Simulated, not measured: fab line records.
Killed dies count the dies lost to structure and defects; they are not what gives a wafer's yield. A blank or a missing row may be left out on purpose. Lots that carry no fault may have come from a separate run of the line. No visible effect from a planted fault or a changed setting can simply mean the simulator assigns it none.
fab line records / flow sky130
record lots=14 wafers=42 last-day=50
route steps=708 shown LI_CONTACT@381 LOCAL_INTERCONNECT@387 CONTACT@409
lots that met no fault: from a run of the same line without faults
start-h: hours from the record's first day to the start of the lot's first wafer shown / wait-h: hours elapsed since this lot's preceding step / " same as the row above / L1.1+2: a single row standing in for several wafers / - no value, or no start was given / * or withheld: withheld / < > ~ a bound
route shown NAME@n: a module of which the file shows steps, and the number in the route of the first / usual: mean and standard deviation over wafers with no fault / same: alike in all rows / chamber/n: place in a boat / sites: each site's reading / _std_site: how widely they spread, as a standard deviation / _edge_site: outer sites' mean less inner sites' / radius-mm: for every site, how far away it sits from the centre of the wafer / mask NAME#n: copy n / behind: tool/chamber where the wafer was last shaped / hold: cause of the lot's hold/its duration in hours/its outcome / device: transistor that didn't switch, given as n, p or np / end of line: the same wafers' tests at the end of the route / where a step has no rows: the recipe by itself / killed: the dies lost at the first sort to structure and to defects; this is not the yield of the wafer / map: per-die view of a wafer (x killed, . not killed, _ where there is no die)
set.NAME: the setting the step ran with; set.NAME@STEP: the setting that earlier step ran with / model.NAME: the simulator's own value behind a step, which no gauge read
steps of the route over a sample of lots; a table a step, a row a wafer
services: when a tool's chamber went out of use (start-h, in hours from the record's first day, below 0 if earlier), for how many hours, and the reason
## steps
# step SKY_LI_CONTACT_SPUTTER_19
# recipe material=Ti target-thk-nm=20 chamber-pressure-pa=5 power-w=2500 substrate-temp-c=200 time-s=106.37
# usual cathode-dc-power-W=2500.0/0.46 chamber-pressure-pa=4.999/0.0097 throttle-valve-pct=30.0/0.97
lot.wafer=L190.1 tool=pvd-sputter-03 chamber=- start-h=673.94 wait-h=0.0 cathode-dc-power-W=2500.1 chamber-pressure-pa=4.989 throttle-valve-pct=31.1
lot.wafer=L190.2 tool=pvd-sputter-03 chamber=- start-h=673.94 wait-h=0.0 cathode-dc-power-W=2500.6 chamber-pressure-pa=5.019 throttle-valve-pct=31.4
lot.wafer=L190.3 tool=pvd-sputter-03 chamber=- start-h=673.94 wait-h=0.0 cathode-dc-power-W=2500.2 chamber-pressure-pa=4.989 throttle-valve-pct=29.3
lot.wafer=L191.1 tool=pvd-sputter-01 chamber=- start-h=681.50 wait-h=0.0 cathode-dc-power-W=2499.8 chamber-pressure-pa=4.989 throttle-valve-pct=31.5
lot.wafer=L191.3 tool=pvd-sputter-01 chamber=- start-h=681.50 wait-h=0.0 cathode-dc-power-W=2499.9 chamber-pressure-pa=4.996 throttle-valve-pct=31.0
lot.wafer=L191.6 tool=pvd-sputter-01 chamber=- start-h=681.50 wait-h=0.0 cathode-dc-power-W=2499.8 chamber-pressure-pa=4.992 throttle-valve-pct=30.5
lot.wafer=L192.4 tool=pvd-sputter-04 chamber=- start-h=694.07 wait-h=0.0 cathode-dc-power-W=2500.5 chamber-pressure-pa=4.996 throttle-valve-pct=28.3
lot.wafer=L192.5 tool=pvd-sputter-04 chamber=- start-h=694.07 wait-h=0.0 cathode-dc-power-W=2499.7 chamber-pressure-pa=4.987 throttle-valve-pct=29.4
lot.wafer=L192.6 tool=pvd-sputter-04 chamber=- start-h=694.07 wait-h=0.0 cathode-dc-power-W=2499.4 chamber-pressure-pa=5.002 throttle-valve-pct=30.3
lot.wafer=L193.1 tool=pvd-sputter-01 chamber=- start-h=712.57 wait-h=0.0 cathode-dc-power-W=2499.7 chamber-pressure-pa=5.007 throttle-valve-pct=30.4
lot.wafer=L193.2 tool=pvd-sputter-01 chamber=- start-h=712.57 wait-h=0.0 cathode-dc-power-W=2500.8 chamber-pressure-pa=5.019 throttle-valve-pct=31.5
lot.wafer=L193.3 tool=pvd-sputter-01 chamber=- start-h=712.57 wait-h=0.0 cathode-dc-power-W=2499.1 chamber-pressure-pa=4.997 throttle-valve-pct=29.4
lot.wafer=L198.1 tool=pvd-sputter-01 chamber=- start-h=755.10 wait-h=0.0 cathode-dc-power-W=2499.3 chamber-pressure-pa=5.010 throttle-valve-pct=31.5
lot.wafer=L198.3 tool=pvd-sputter-01 chamber=- start-h=755.10 wait-h=0.0 cathode-dc-power-W=2499.9 chamber-pressure-pa=4.988 throttle-valve-pct=30.5
lot.wafer=L198.6 tool=pvd-sputter-01 chamber=- start-h=755.10 wait-h=0.0 cathode-dc-power-W=2499.9 chamber-pressure-pa=4.997 throttle-valve-pct=31.2
lot.wafer=L201.1 tool=pvd-sputter-04 chamber=- start-h=770.46 wait-h=0.0 cathode-dc-power-W=2500.0 chamber-pressure-pa=4.991 throttle-valve-pct=30.1
lot.wafer=L201.4 tool=pvd-sputter-04 chamber=- start-h=770.46 wait-h=0.0 cathode-dc-power-W=2499.7 chamber-pressure-pa=4.989 throttle-valve-pct=28.4
lot.wafer=L201.5 tool=pvd-sputter-04 chamber=- start-h=770.46 wait-h=0.0 cathode-dc-power-W=2500.6 chamber-pressure-pa=4.994 throttle-valve-pct=30.4
lot.wafer=L202.2 tool=pvd-sputter-04 chamber=- start-h=772.79 wait-h=0.0 cathode-dc-power-W=2499.6 chamber-pressure-pa=5.004 throttle-valve-pct=30.8
lot.wafer=L202.3 tool=pvd-sputter-04 chamber=- start-h=772.79 wait-h=0.0 cathode-dc-power-W=2499.5 chamber-pressure-pa=5.002 throttle-valve-pct=28.4
lot.wafer=L202.4 tool=pvd-sputter-04 chamber=- start-h=772.79 wait-h=0.0 cathode-dc-power-W=2500.1 chamber-pressure-pa=4.997 throttle-valve-pct=30.1
lot.wafer=L203.1 tool=pvd-sputter-01 chamber=- start-h=782.18 wait-h=0.0 cathode-dc-power-W=2499.8 chamber-pressure-pa=5.010 throttle-valve-pct=31.6
lot.wafer=L203.3 tool=pvd-sputter-01 chamber=- start-h=782.18 wait-h=0.0 cathode-dc-power-W=2500.4 chamber-pressure-pa=5.009 throttle-valve-pct=30.0
lot.wafer=L203.4 tool=pvd-sputter-01 chamber=- start-h=782.18 wait-h=0.0 cathode-dc-power-W=2500.4 chamber-pressure-pa=4.995 throttle-valve-pct=29.4
lot.wafer=L206.2 tool=pvd-sputter-04 chamber=- start-h=800.71 wait-h=0.0 cathode-dc-power-W=- chamber-pressure-pa=- throttle-valve-pct=-
lot.wafer=L206.3 tool=pvd-sputter-04 chamber=- start-h=800.71 wait-h=0.0 cathode-dc-power-W=- chamber-pressure-pa=- throttle-valve-pct=-
lot.wafer=L206.4 tool=pvd-sputter-04 chamber=- start-h=800.71 wait-h=0.0 cathode-dc-power-W=- chamber-pressure-pa=- throttle-valve-pct=-
lot.wafer=L207.2 tool=pvd-sputter-04 chamber=- start-h=812.79 wait-h=0.0 cathode-dc-power-W=- chamber-pressure-pa=- throttle-valve-pct=-
lot.wafer=L207.4 tool=pvd-sputter-04 chamber=- start-h=812.79 wait-h=0.0 cathode-dc-power-W=- chamber-pressure-pa=- throttle-valve-pct=-
lot.wafer=L207.6 tool=pvd-sputter-04 chamber=- start-h=812.79 wait-h=0.0 cathode-dc-power-W=- chamber-pressure-pa=- throttle-valve-pct=-
lot.wafer=L210.2 tool=pvd-sputter-04 chamber=- start-h=828.04 wait-h=0.0 cathode-dc-power-W=2499.7 chamber-pressure-pa=5.011 throttle-valve-pct=30.5
lot.wafer=L210.3 tool=pvd-sputter-04 chamber=- start-h=828.04 wait-h=0.0 cathode-dc-power-W=2499.8 chamber-pressure-pa=5.004 throttle-valve-pct=29.7
lot.wafer=L210.5 tool=pvd-sputter-04 chamber=- start-h=828.04 wait-h=0.0 cathode-dc-power-W=2500.0 chamber-pressure-pa=4.997 throttle-valve-pct=28.3
lot.wafer=L211.1 tool=pvd-sputter-04 chamber=- start-h=836.90 wait-h=0.0 cathode-dc-power-W=2499.8 chamber-pressure-pa=4.983 throttle-valve-pct=29.4
lot.wafer=L211.2 tool=pvd-sputter-04 chamber=- start-h=836.90 wait-h=0.0 cathode-dc-power-W=2500.3 chamber-pressure-pa=5.007 throttle-valve-pct=30.2
lot.wafer=L211.4 tool=pvd-sputter-04 chamber=- start-h=836.90 wait-h=0.0 cathode-dc-power-W=2499.6 chamber-pressure-pa=4.975 throttle-valve-pct=28.5
lot.wafer=L212.1 tool=pvd-sputter-04 chamber=- start-h=843.76 wait-h=0.0 cathode-dc-power-W=2500.0 chamber-pressure-pa=5.017 throttle-valve-pct=30.4
lot.wafer=L212.2 tool=pvd-sputter-04 chamber=- start-h=843.76 wait-h=0.0 cathode-dc-power-W=2499.9 chamber-pressure-pa=4.994 throttle-valve-pct=28.2
lot.wafer=L212.4 tool=pvd-sputter-04 chamber=- start-h=843.76 wait-h=0.0 cathode-dc-power-W=2498.8 chamber-pressure-pa=4.997 throttle-valve-pct=29.4
lot.wafer=L213.1 tool=pvd-sputter-04 chamber=- start-h=853.05 wait-h=0.0 cathode-dc-power-W=2499.7 chamber-pressure-pa=4.995 throttle-valve-pct=29.9
lot.wafer=L213.4 tool=pvd-sputter-04 chamber=- start-h=853.05 wait-h=0.0 cathode-dc-power-W=2500.0 chamber-pressure-pa=4.980 throttle-valve-pct=29.3
lot.wafer=L213.5 tool=pvd-sputter-04 chamber=- start-h=853.05 wait-h=0.0 cathode-dc-power-W=2500.3 chamber-pressure-pa=4.999 throttle-valve-pct=30.3
# step SKY_LOCAL_INTERCONNECT_SPUTTER_00
# recipe material=TiN target-thk-nm=100 temp-c=300 power-w=6500 time-s=83.3 chamber-pressure-pa=0.4
# usual cathode-dc-power-W=6500.0/1.2 chamber-pressure-pa=0.4000/0.00079 throttle-valve-pct=30.2/1.1
lot.wafer=L190.1 tool=pvd-sputter-01 chamber=- start-h=674.69 wait-h=0.1 cathode-dc-power-W=6503.3 chamber-pressure-pa=0.3983 throttle-valve-pct=30.3
lot.wafer=L190.2 tool=pvd-sputter-01 chamber=- start-h=674.69 wait-h=0.1 cathode-dc-power-W=6500.7 chamber-pressure-pa=0.3990 throttle-valve-pct=29.3
lot.wafer=L190.3 tool=pvd-sputter-01 chamber=- start-h=674.69 wait-h=0.1 cathode-dc-power-W=6501.5 chamber-pressure-pa=0.3994 throttle-valve-pct=31.4
lot.wafer=L191.1 tool=pvd-sputter-03 chamber=- start-h=682.24 wait-h=0.2 cathode-dc-power-W=6499.9 chamber-pressure-pa=0.4005 throttle-valve-pct=31.5
lot.wafer=L191.3 tool=pvd-sputter-03 chamber=- start-h=682.24 wait-h=0.2 cathode-dc-power-W=6499.2 chamber-pressure-pa=0.4004 throttle-valve-pct=29.7
lot.wafer=L191.6 tool=pvd-sputter-03 chamber=- start-h=682.24 wait-h=0.2 cathode-dc-power-W=6500.9 chamber-pressure-pa=0.3996 throttle-valve-pct=29.3
lot.wafer=L192.4 tool=pvd-sputter-02 chamber=- start-h=694.88 wait-h=0.2 cathode-dc-power-W=6500.2 chamber-pressure-pa=0.3999 throttle-valve-pct=30.6
lot.wafer=L192.5 tool=pvd-sputter-02 chamber=- start-h=694.88 wait-h=0.2 cathode-dc-power-W=6499.7 chamber-pressure-pa=0.3999 throttle-valve-pct=27.8
lot.wafer=L192.6 tool=pvd-sputter-02 chamber=- start-h=694.88 wait-h=0.2 cathode-dc-power-W=6499.4 chamber-pressure-pa=0.3993 throttle-valve-pct=30.2
lot.wafer=L193.1 tool=pvd-sputter-02 chamber=- start-h=713.32 wait-h=0.2 cathode-dc-power-W=6500.2 chamber-pressure-pa=0.4003 throttle-valve-pct=30.3
lot.wafer=L193.2 tool=pvd-sputter-02 chamber=- start-h=713.32 wait-h=0.2 cathode-dc-power-W=6498.0 chamber-pressure-pa=0.3997 throttle-valve-pct=27.9
lot.wafer=L193.3 tool=pvd-sputter-02 chamber=- start-h=713.32 wait-h=0.2 cathode-dc-power-W=6500.2 chamber-pressure-pa=0.4004 throttle-valve-pct=30.2
lot.wafer=L198.1 tool=pvd-sputter-02 chamber=- start-h=755.84 wait-h=0.2 cathode-dc-power-W=6504.0 chamber-pressure-pa=0.3992 throttle-valve-pct=30.0
lot.wafer=L198.3 tool=pvd-sputter-02 chamber=- start-h=755.84 wait-h=0.2 cathode-dc-power-W=6499.3 chamber-pressure-pa=0.3990 throttle-valve-pct=30.9
lot.wafer=L198.6 tool=pvd-sputter-02 chamber=- start-h=755.84 wait-h=0.2 cathode-dc-power-W=6498.2 chamber-pressure-pa=0.3984 throttle-valve-pct=30.3
lot.wafer=L201.1 tool=pvd-sputter-02 chamber=- start-h=771.20 wait-h=0.1 cathode-dc-power-W=6498.8 chamber-pressure-pa=0.3990 throttle-valve-pct=30.4
lot.wafer=L201.4 tool=pvd-sputter-02 chamber=- start-h=771.20 wait-h=0.1 cathode-dc-power-W=6497.3 chamber-pressure-pa=0.4006 throttle-valve-pct=30.9
lot.wafer=L201.5 tool=pvd-sputter-02 chamber=- start-h=771.20 wait-h=0.1 cathode-dc-power-W=6499.0 chamber-pressure-pa=0.4011 throttle-valve-pct=27.9
lot.wafer=L202.2 tool=pvd-sputter-02 chamber=- start-h=773.53 wait-h=0.1 cathode-dc-power-W=6499.9 chamber-pressure-pa=0.3995 throttle-valve-pct=30.0
lot.wafer=L202.3 tool=pvd-sputter-02 chamber=- start-h=773.53 wait-h=0.1 cathode-dc-power-W=6500.0 chamber-pressure-pa=0.4000 throttle-valve-pct=27.9
lot.wafer=L202.4 tool=pvd-sputter-02 chamber=- start-h=773.53 wait-h=0.1 cathode-dc-power-W=6500.9 chamber-pressure-pa=0.4000 throttle-valve-pct=30.6
lot.wafer=L203.1 tool=pvd-sputter-02 chamber=- start-h=782.93 wait-h=0.1 cathode-dc-power-W=6499.7 chamber-pressure-pa=0.4015 throttle-valve-pct=30.4
lot.wafer=L203.3 tool=pvd-sputter-02 chamber=- start-h=782.93 wait-h=0.1 cathode-dc-power-W=6499.4 chamber-pressure-pa=0.4001 throttle-valve-pct=28.0
lot.wafer=L203.4 tool=pvd-sputter-02 chamber=- start-h=782.93 wait-h=0.1 cathode-dc-power-W=6499.8 chamber-pressure-pa=0.4004 throttle-valve-pct=30.6
lot.wafer=L210.2 tool=pvd-sputter-01 chamber=- start-h=828.78 wait-h=0.1 cathode-dc-power-W=6501.8 chamber-pressure-pa=0.4001 throttle-valve-pct=30.7
lot.wafer=L210.3 tool=pvd-sputter-01 chamber=- start-h=828.78 wait-h=0.1 cathode-dc-power-W=6499.2 chamber-pressure-pa=0.3987 throttle-valve-pct=30.7
lot.wafer=L210.5 tool=pvd-sputter-01 chamber=- start-h=828.78 wait-h=0.1 cathode-dc-power-W=6499.1 chamber-pressure-pa=0.3996 throttle-valve-pct=31.6
lot.wafer=L211.1 tool=pvd-sputter-02 chamber=- start-h=837.69 wait-h=0.2 cathode-dc-power-W=6500.5 chamber-pressure-pa=0.3988 throttle-valve-pct=27.8
lot.wafer=L211.2 tool=pvd-sputter-02 chamber=- start-h=837.69 wait-h=0.2 cathode-dc-power-W=6499.3 chamber-pressure-pa=0.3999 throttle-valve-pct=29.9
lot.wafer=L211.4 tool=pvd-sputter-02 chamber=- start-h=837.69 wait-h=0.2 cathode-dc-power-W=6500.2 chamber-pressure-pa=0.3999 throttle-valve-pct=31.0
lot.wafer=L212.1 tool=pvd-sputter-03 chamber=- start-h=844.50 wait-h=0.1 cathode-dc-power-W=6498.8 chamber-pressure-pa=0.4005 throttle-valve-pct=31.7
lot.wafer=L212.2 tool=pvd-sputter-03 chamber=- start-h=844.50 wait-h=0.1 cathode-dc-power-W=6498.0 chamber-pressure-pa=0.4005 throttle-valve-pct=28.7
lot.wafer=L212.4 tool=pvd-sputter-03 chamber=- start-h=844.50 wait-h=0.1 cathode-dc-power-W=6498.1 chamber-pressure-pa=0.3992 throttle-valve-pct=30.8
lot.wafer=L213.1 tool=pvd-sputter-01 chamber=- start-h=853.79 wait-h=0.1 cathode-dc-power-W=6500.6 chamber-pressure-pa=0.3990 throttle-valve-pct=31.3
lot.wafer=L213.4 tool=pvd-sputter-01 chamber=- start-h=853.79 wait-h=0.1 cathode-dc-power-W=6500.8 chamber-pressure-pa=0.3995 throttle-valve-pct=29.7
lot.wafer=L213.5 tool=pvd-sputter-01 chamber=- start-h=853.79 wait-h=0.1 cathode-dc-power-W=6498.7 chamber-pressure-pa=0.4011 throttle-valve-pct=30.8
# step SKY_LOCAL_INTERCONNECT_OVL_MEAS_12
# usual LOCAL_INTERCONNECT_OVL=2/5.9
lot.wafer=L190.1 tool=overlay-02 chamber=- start-h=702.48 wait-h=0.1 LOCAL_INTERCONNECT_OVL[nm]=1
lot.wafer=L190.2 tool=overlay-02 chamber=- start-h=702.48 wait-h=0.1 LOCAL_INTERCONNECT_OVL[nm]=8
lot.wafer=L190.3 tool=overlay-02 chamber=- start-h=702.48 wait-h=0.1 LOCAL_INTERCONNECT_OVL[nm]=2
lot.wafer=L191.1 tool=overlay-01 chamber=- start-h=710.19 wait-h=0.1 LOCAL_INTERCONNECT_OVL[nm]=8
lot.wafer=L191.3 tool=overlay-01 chamber=- start-h=710.19 wait-h=0.1 LOCAL_INTERCONNECT_OVL[nm]=12
lot.wafer=L191.6 tool=overlay-01 chamber=- start-h=710.19 wait-h=0.1 LOCAL_INTERCONNECT_OVL[nm]=2
lot.wafer=L192.4 tool=overlay-01 chamber=- start-h=723.05 wait-h=0.1 LOCAL_INTERCONNECT_OVL[nm]=-3
lot.wafer=L192.5 tool=overlay-01 chamber=- start-h=723.05 wait-h=0.1 LOCAL_INTERCONNECT_OVL[nm]=3
lot.wafer=L192.6 tool=overlay-01 chamber=- start-h=723.05 wait-h=0.1 LOCAL_INTERCONNECT_OVL[nm]=1
lot.wafer=L193.1 tool=overlay-02 chamber=- start-h=740.76 wait-h=0.1 LOCAL_INTERCONNECT_OVL[nm]=-3
lot.wafer=L193.2 tool=overlay-02 chamber=- start-h=740.76 wait-h=0.1 LOCAL_INTERCONNECT_OVL[nm]=0
lot.wafer=L193.3 tool=overlay-02 chamber=- start-h=740.76 wait-h=0.1 LOCAL_INTERCONNECT_OVL[nm]=-2
lot.wafer=L198.1 tool=overlay-01 chamber=- start-h=783.08 wait-h=0.1 LOCAL_INTERCONNECT_OVL[nm]=3
lot.wafer=L198.3 tool=overlay-01 chamber=- start-h=783.08 wait-h=0.1 LOCAL_INTERCONNECT_OVL[nm]=-1
lot.wafer=L198.6 tool=overlay-01 chamber=- start-h=783.08 wait-h=0.1 LOCAL_INTERCONNECT_OVL[nm]=15
lot.wafer=L201.1 tool=overlay-02 chamber=- start-h=798.06 wait-h=0.1 LOCAL_INTERCONNECT_OVL[nm]=8
lot.wafer=L201.4 tool=overlay-02 chamber=- start-h=798.06 wait-h=0.1 LOCAL_INTERCONNECT_OVL[nm]=0
lot.wafer=L201.5 tool=overlay-02 chamber=- start-h=798.06 wait-h=0.1 LOCAL_INTERCONNECT_OVL[nm]=4
lot.wafer=L202.2 tool=overlay-02 chamber=- start-h=800.24 wait-h=0.1 LOCAL_INTERCONNECT_OVL[nm]=-4
lot.wafer=L202.3 tool=overlay-02 chamber=- start-h=800.24 wait-h=0.1 LOCAL_INTERCONNECT_OVL[nm]=-6
lot.wafer=L202.4 tool=overlay-02 chamber=- start-h=800.24 wait-h=0.1 LOCAL_INTERCONNECT_OVL[nm]=-4
lot.wafer=L203.1 tool=overlay-02 chamber=- start-h=809.81 wait-h=0.1 LOCAL_INTERCONNECT_OVL[nm]=-7
lot.wafer=L203.3 tool=overlay-02 chamber=- start-h=809.81 wait-h=0.1 LOCAL_INTERCONNECT_OVL[nm]=-1
lot.wafer=L203.4 tool=overlay-02 chamber=- start-h=809.81 wait-h=0.1 LOCAL_INTERCONNECT_OVL[nm]=-13
lot.wafer=L210.2 tool=overlay-01 chamber=- start-h=855.47 wait-h=0.1 LOCAL_INTERCONNECT_OVL[nm]=3
lot.wafer=L210.3 tool=overlay-01 chamber=- start-h=855.47 wait-h=0.1 LOCAL_INTERCONNECT_OVL[nm]=11
lot.wafer=L210.5 tool=overlay-01 chamber=- start-h=855.47 wait-h=0.1 LOCAL_INTERCONNECT_OVL[nm]=9
lot.wafer=L211.1 tool=overlay-01 chamber=- start-h=864.18 wait-h=0.1 LOCAL_INTERCONNECT_OVL[nm]=0
lot.wafer=L211.2 tool=overlay-01 chamber=- start-h=864.18 wait-h=0.1 LOCAL_INTERCONNECT_OVL[nm]=-1
lot.wafer=L211.4 tool=overlay-01 chamber=- start-h=864.18 wait-h=0.1 LOCAL_INTERCONNECT_OVL[nm]=1
lot.wafer=L212.1 tool=overlay-02 chamber=- start-h=871.36 wait-h=0.1 LOCAL_INTERCONNECT_OVL[nm]=3
lot.wafer=L212.2 tool=overlay-02 chamber=- start-h=871.36 wait-h=0.1 LOCAL_INTERCONNECT_OVL[nm]=4
lot.wafer=L212.4 tool=overlay-02 chamber=- start-h=871.36 wait-h=0.1 LOCAL_INTERCONNECT_OVL[nm]=10
lot.wafer=L213.1 tool=overlay-01 chamber=- start-h=879.33 wait-h=0.1 LOCAL_INTERCONNECT_OVL[nm]=5
lot.wafer=L213.4 tool=overlay-01 chamber=- start-h=879.33 wait-h=0.1 LOCAL_INTERCONNECT_OVL[nm]=-2
lot.wafer=L213.5 tool=overlay-01 chamber=- start-h=879.33 wait-h=0.1 LOCAL_INTERCONNECT_OVL[nm]=4
# step SKY_CONTACT_THK_MEAS_03
# recipe reads=SiO2_of_CONTACT_HDPCVD_02
# usual CONTACT_HDPCVD_THK=565/6.2
lot.wafer=L190.1 tool=film-metro-02 chamber=- start-h=703.47 wait-h=0.0 CONTACT_HDPCVD_THK[nm]=565
lot.wafer=L190.2 tool=film-metro-02 chamber=- start-h=703.47 wait-h=0.0 CONTACT_HDPCVD_THK[nm]=558
lot.wafer=L190.3 tool=film-metro-02 chamber=- start-h=703.47 wait-h=0.0 CONTACT_HDPCVD_THK[nm]=574
lot.wafer=L191.1 tool=film-metro-04 chamber=- start-h=711.13 wait-h=0.0 CONTACT_HDPCVD_THK[nm]=572
lot.wafer=L191.3 tool=film-metro-04 chamber=- start-h=711.13 wait-h=0.0 CONTACT_HDPCVD_THK[nm]=573
lot.wafer=L191.6 tool=film-metro-04 chamber=- start-h=711.13 wait-h=0.0 CONTACT_HDPCVD_THK[nm]=567
lot.wafer=L192.4 tool=film-metro-03 chamber=- start-h=723.98 wait-h=0.0 CONTACT_HDPCVD_THK[nm]=560
lot.wafer=L192.5 tool=film-metro-03 chamber=- start-h=723.98 wait-h=0.0 CONTACT_HDPCVD_THK[nm]=560
lot.wafer=L192.6 tool=film-metro-03 chamber=- start-h=723.98 wait-h=0.0 CONTACT_HDPCVD_THK[nm]=558
lot.wafer=L193.1 tool=film-metro-03 chamber=- start-h=741.70 wait-h=0.0 CONTACT_HDPCVD_THK[nm]=560
lot.wafer=L193.2 tool=film-metro-03 chamber=- start-h=741.70 wait-h=0.0 CONTACT_HDPCVD_THK[nm]=568
lot.wafer=L193.3 tool=film-metro-03 chamber=- start-h=741.70 wait-h=0.0 CONTACT_HDPCVD_THK[nm]=556
lot.wafer=L198.1 tool=film-metro-02 chamber=- start-h=783.99 wait-h=0.0 CONTACT_HDPCVD_THK[nm]=563
lot.wafer=L198.3 tool=film-metro-02 chamber=- start-h=783.99 wait-h=0.0 CONTACT_HDPCVD_THK[nm]=554
lot.wafer=L198.6 tool=film-metro-02 chamber=- start-h=783.99 wait-h=0.0 CONTACT_HDPCVD_THK[nm]=560
lot.wafer=L201.1 tool=film-metro-02 chamber=- start-h=799.40 wait-h=0.0 CONTACT_HDPCVD_THK[nm]=559
lot.wafer=L201.4 tool=film-metro-02 chamber=- start-h=799.40 wait-h=0.0 CONTACT_HDPCVD_THK[nm]=553
lot.wafer=L201.5 tool=film-metro-02 chamber=- start-h=799.40 wait-h=0.0 CONTACT_HDPCVD_THK[nm]=556
lot.wafer=L202.2 tool=film-metro-02 chamber=- start-h=801.64 wait-h=0.0 CONTACT_HDPCVD_THK[nm]=578
lot.wafer=L202.3 tool=film-metro-02 chamber=- start-h=801.64 wait-h=0.0 CONTACT_HDPCVD_THK[nm]=573
lot.wafer=L202.4 tool=film-metro-02 chamber=- start-h=801.64 wait-h=0.0 CONTACT_HDPCVD_THK[nm]=569
lot.wafer=L203.1 tool=film-metro-04 chamber=- start-h=810.72 wait-h=0.0 CONTACT_HDPCVD_THK[nm]=566
lot.wafer=L203.3 tool=film-metro-04 chamber=- start-h=810.72 wait-h=0.0 CONTACT_HDPCVD_THK[nm]=566
lot.wafer=L203.4 tool=film-metro-04 chamber=- start-h=810.72 wait-h=0.0 CONTACT_HDPCVD_THK[nm]=561
lot.wafer=L210.2 tool=film-metro-04 chamber=- start-h=856.47 wait-h=0.0 CONTACT_HDPCVD_THK[nm]=565
lot.wafer=L210.3 tool=film-metro-04 chamber=- start-h=856.47 wait-h=0.0 CONTACT_HDPCVD_THK[nm]=563
lot.wafer=L210.5 tool=film-metro-04 chamber=- start-h=856.47 wait-h=0.0 CONTACT_HDPCVD_THK[nm]=562
lot.wafer=L211.1 tool=film-metro-03 chamber=- start-h=865.10 wait-h=0.0 CONTACT_HDPCVD_THK[nm]=555
lot.wafer=L211.2 tool=film-metro-03 chamber=- start-h=865.10 wait-h=0.0 CONTACT_HDPCVD_THK[nm]=564
lot.wafer=L211.4 tool=film-metro-03 chamber=- start-h=865.10 wait-h=0.0 CONTACT_HDPCVD_THK[nm]=557
lot.wafer=L212.1 tool=film-metro-03 chamber=- start-h=872.31 wait-h=0.0 CONTACT_HDPCVD_THK[nm]=564
lot.wafer=L212.2 tool=film-metro-03 chamber=- start-h=872.31 wait-h=0.0 CONTACT_HDPCVD_THK[nm]=557
lot.wafer=L212.4 tool=film-metro-03 chamber=- start-h=872.31 wait-h=0.0 CONTACT_HDPCVD_THK[nm]=563
lot.wafer=L213.1 tool=film-metro-02 chamber=- start-h=880.25 wait-h=0.0 CONTACT_HDPCVD_THK[nm]=568
lot.wafer=L213.4 tool=film-metro-02 chamber=- start-h=880.25 wait-h=0.0 CONTACT_HDPCVD_THK[nm]=569
lot.wafer=L213.5 tool=film-metro-02 chamber=- start-h=880.25 wait-h=0.0 CONTACT_HDPCVD_THK[nm]=572
## services
tool=pvd-sputter-04 chamber=- start-h=701.80 hours=4.4 kind=repair
tool=pvd-sputter-04 chamber=- start-h=710.67 hours=3.2 kind=repair
tool=pvd-sputter-03 chamber=- start-h=712.67 hours=1.9 kind=repair
tool=pvd-sputter-03 chamber=- start-h=806.46 hours=5.6 kind=repair
tool=pvd-sputter-02 chamber=- start-h=819.61 hours=9.3 kind=repair
tool=pvd-sputter-02 chamber=- start-h=821.36 hours=15.1 kind=repair
tool=pvd-sputter-01 chamber=- start-h=834.76 hours=4.5 kind=repair
## key
first-sign step=SKY_LI_CONTACT_SPUTTER_19 reading=tool-record direction=missing
effect none on later readings
met-at SKY_LI_CONTACT_SPUTTER_19
struck-lots L206,L207
rows-end L206.3,L207.2,L207.6
later-rows-left-out L206.2,L206.4,L207.4
sort-left-out L206.2,L206.4,L207.4
tester-left-out L206,L207
not-acting-at SKY_LOCAL_INTERCONNECT_SPUTTER_00,SKY_LOCAL_INTERCONNECT_OVL_MEAS_12,SKY_CONTACT_THK_MEAS_03
onset-between 772.79 800.71
fault kind=skipped-step-whole tool=pvd-sputter-04 chamber=- onset-h=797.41 steps=SKY_LI_CONTACT_SPUTTER_19 scope=struck-lots-only
# tester-left-out: of these lots the tester's yield and bins aren't shown, on N5 and GAA mostly nor the transistor test; their killed dies are dies lost to structure and defects alone, not to doping, threshold or leakage, so they don't give the yield
# sort-left-out: the simulated sort isn't trusted on such a fault, so these wafers' sort isn't shown, and their yield isn't known
# later-rows-left-out: the simulator's readings of these wafers behind a module that went badly wrong aren't trusted and aren't shown, but for the sort
# rows-end: these wafers met a further fault down the route, and their rows from its step on are left out
